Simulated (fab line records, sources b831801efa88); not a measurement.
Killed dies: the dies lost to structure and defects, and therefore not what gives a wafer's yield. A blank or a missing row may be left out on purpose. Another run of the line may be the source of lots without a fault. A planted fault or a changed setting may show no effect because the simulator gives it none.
8D (eight disciplines) problem report, filled in by code | flow sky130 | the parts of the form that need people (team, actions taken, sign-off) are left out

## 1. THE PROBLEM
At SKY_FIELD_ISO_COAT_08, spin-speed-rpm averages 2832.6 rpm over 6 wafers from 2 lots, while fault-free wafers read 3000.0 rpm, standard deviation 1.6. That is -99 or more standard deviations from the usual mean.
The step: resist thk 450 nm.
First observed at day 4 21:00: wafer L537.1, on litho-track-04. The record has a number at this step for 42 wafers belonging to 14 lots. The rule behind "out" and "out of limits": a value lying over 4 standard deviations away from the usual mean. The rest of the wafers with a number are treated as sound.

## 2. WHAT THIS IS AND IS NOT
question                    | is                     | is not
which readings at this step | spin-speed-rpm         | chill-plate-temp-C
which lots                  | L537, L538             | L523, L524, L525, L527, L528, L529, L530, L531, L535, L536, L542, L544
which wafers of those lots  | all that have a number | -
read on which tools         | litho-track-04         | litho-track-01, litho-track-03
when                        | from day 4 21:00       | up to then (30 sound wafers); but 6 sound wafers of L542, L544 came after

## 3. SUSPECTS, AND WHAT RULES EACH OUT
Counting: any tool at a process step up to the reading is kept as a suspect provided that every lot that is out went through it and no sound lot did after the first of them.
- litho-track-04 at SKY_FIELD_ISO_COAT_08 (resist thk 450 nm): kept. It processed each lot that is out, first L537 at day 4 21:00, and no sound lot thereafter; up to then, the last sound lot it processed was L529 at day 3 05:00. Its own spin-speed-rpm readings are out on those wafers.
After counting, what remains is litho-track-04 at SKY_FIELD_ISO_COAT_08.

## 4. THE CAUSE (what the simulator had put in)
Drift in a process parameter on litho-track-04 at SKY_FIELD_ISO_COAT_08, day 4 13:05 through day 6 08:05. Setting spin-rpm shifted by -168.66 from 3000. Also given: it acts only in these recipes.
The count eliminated every tool but this one.

## 5. THE CHAIN OF EFFECTS, in route order
Rows list readings where the struck wafers' mean (over those with a number) sits beyond 3 standard deviations from the usual. Scope: only readings with a usual standard deviation given in the record; hours: median across lots of the time from each lot's start at the first step in this table that gives one to its start at this step; sigmas: change in usual standard deviations.
hours | step                  | reading        | usual      | on struck wafers | change | sigmas
0     | SKY_FIELD_ISO_COAT_08 | spin-speed-rpm | 3000.0 rpm | 2832.6           | -167.4 | -99 or more
Here are the process steps it includes:
- SKY_FIELD_ISO_COAT_08: resist thk 450 nm.
Later measuring or inspecting steps at which every struck wafer that the step has a row for has a number for every such reading, and none has moved that far: SKY_VIA3_CD_MEAS_12, SKY_CAP2M_OVL_MEAS_12.

## 6. HOW IT WOULD HAVE BEEN CAUGHT EARLIER
First out-of-limits reading in this record: day 4 21:00, which is 8 hours after fault onset at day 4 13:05.
